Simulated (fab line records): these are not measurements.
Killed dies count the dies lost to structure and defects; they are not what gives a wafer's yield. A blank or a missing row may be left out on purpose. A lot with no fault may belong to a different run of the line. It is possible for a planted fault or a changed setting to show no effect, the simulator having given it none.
A lot that was struck, set against a sound lot / flow sky130 / 15 steps out of a route of 708
Sound: these wafers, L606.1, L606.3, L606.4. Struck: wafers L601.1, L601.2, L601.6. The cause is named last.
Order at every step that has rows: each side's tool, ch and its chambers, its first start. Under that, the readings that differ: sound wafers / struck wafers / difference of the means / sigmas: that difference in standard deviations of wafers without a fault.
alike: a reading whose means differ by less than 2 such deviations, as well as words and numbers matching on both sides. not compared: withheld readings; readings where some wafer has no value; bounds like >300 that might hide an equal value; numbers whose values overlap and for which the record gives no deviation.
A row with sigmas, a row that says differs or no value, or rows on one side alone: a step with any of these is where the two part. Numbers that don't overlap but have no deviation are shown without sigmas and don't part them. Lack of a reading on every wafer of one side parts them only where that side has two or more wafers.

SKY_VIA2_ETCH_15: etches SiO2 in C4F8/O2/Ar, stops on TiN, target depth 546 nm, time 84 s.
  sound on rie_diel-01 ch 0,1,3, day 40 20:04; struck on rie_diel-04 ch 1,2, day 39 18:56
  alike: chamber_pressure_mTorr, oes_product_au
  not compared: rf_hours_counter_h
SKY_VIA2_STRIP_16: strips in O2/N2.
  sound on plasma_asher-03 ch 0,1, day 40 20:08; struck on plasma_asher-01 ch 0,1, day 39 19:00
  alike: chamber_pressure_mTorr, drypump_motor_current_A, n2_flow_sccm, oes_product_au, strip_time_to_endpoint_s
  not compared: rf_hours_counter_h
then, 3 steps without rows for these wafers: SKY_VIA2_STRIP_17 (strips in post etch residue remover, time 1200 s); SKY_VIA2_CLEAN_18 (cleans in IPA, time 180 s); SKY_VIA2_CLEAN_19 (cleans in O3/DIW).
SKY_VIA2_SPUTTER_20: material TiN, target thk 20 nm, time 80 s.
  sound: pvd_sputter-01 at day 40 20:44; struck: pvd_sputter-03 at day 39 19:35
  alike: cathode_dc_power_W, chamber_pressure_pa, throttle_valve_pct
then, 1 step without rows for these wafers: SKY_VIA2_CVD_21 (deposits W, target thk 420 nm, time 126.4 s).
SKY_VIA2_RS_MEAS_22: measurement is done with a four-point probe.
  sound: film_metro-03 at day 40 20:55; struck: film_metro-01 at day 39 19:47
  alike: VIA2_W_RS
SKY_VIA2_THK_MEAS_23: measures by xrf.
  sound: film_metro-03 at day 40 21:02; struck: film_metro-01 at day 39 19:54
  alike: VIA2_W_THK
then, 1 step without rows for these wafers: SKY_VIA2_CMP_24 (polishes, stops on SiO2, t overpolish 20 s, target thk 0 nm).
SKY_METAL3_SPUTTER_00: material Ti, target thk 15 nm, time 10 s.
  sound: pvd_sputter-03 at day 40 21:28; struck: pvd_sputter-01 at day 39 20:16
  alike: cathode_dc_power_W, chamber_pressure_pa, throttle_valve_pct
SKY_METAL3_SPUTTER_01: material TiN, target thk 20 nm, time 16.7 s.
  sound: pvd_sputter-03 at day 40 21:29; struck: pvd_sputter-01 at day 39 20:17
  alike: cathode_dc_power_W, chamber_pressure_pa, throttle_valve_pct
SKY_METAL3_SPUTTER_02: material AlCu, target thk 735 nm, time 39.1 s.
  sound: pvd_sputter-03 at day 40 21:31; struck: pvd_sputter-01 at day 39 20:19
  no value came back on the struck wafers for cathode_dc_power_W (W), chamber_pressure_pa (Pa), throttle_valve_pct (%); on the sound wafers cathode_dc_power_W (W) reads 10600 10601 10601
then, 1 step without rows for these wafers: SKY_METAL3_SPUTTER_03 (material Ti, target thk 5 nm, time 3.3 s).
-- the record jumps here: 9 days lie between the struck wafers' starts before and after (it left off in module METAL3 and takes up again in module PAD_OPEN, whose first step shown is number 708 of the route) --
SKY_PAD_OPEN_PROBE_99:
  sound: prober-02 at day 49 06:16; struck: prober-01 at day 48 17:40
reading=hold; sound=- - -; struck=await_dispo/6.5h/release await_dispo/6.5h/release await_dispo/6.5h/release; difference=no value on the sound wafers; sigmas=
reading=defect_limited_yield (%); sound=80.9 82.9 79.7; struck=0 0 0; difference=-81; sigmas=-41
reading=killed_at_M0_to_M3; sound=48 49 53; struck=439 435 452; difference=+392; sigmas=+54
reading=killed_dies; sound=94 84 100; struck=492 492 492; difference=+399; sigmas=+40
reading=killed_on_rim; sound=18 13 18; struck=96 96 96; difference=+80; sigmas=+21
reading=sort_bin_5_function (%); sound=11.8 10.8 13.4; struck=91.1 92.3 92.1; difference=+79.8; sigmas=+50
reading=sort_n_pass; sound=398 408 392; struck=0 0 0; difference=-399; sigmas=-40
reading=sort_yield_pct (%); sound=80.9 82.9 79.7; struck=0 0 0; difference=-81; sigmas=-41
  alike: killed_at_M4_up, killed_at_contacts, killed_at_front_end, killed_at_other, killed_open, killed_short, sort_bin_3_pad_short, sort_bin_6_memory

WHERE THEY PART
At SKY_METAL3_SPUTTER_02 first; at SKY_PAD_OPEN_PROBE_99 last (within this record only).

WHY: whatever the simulator had introduced
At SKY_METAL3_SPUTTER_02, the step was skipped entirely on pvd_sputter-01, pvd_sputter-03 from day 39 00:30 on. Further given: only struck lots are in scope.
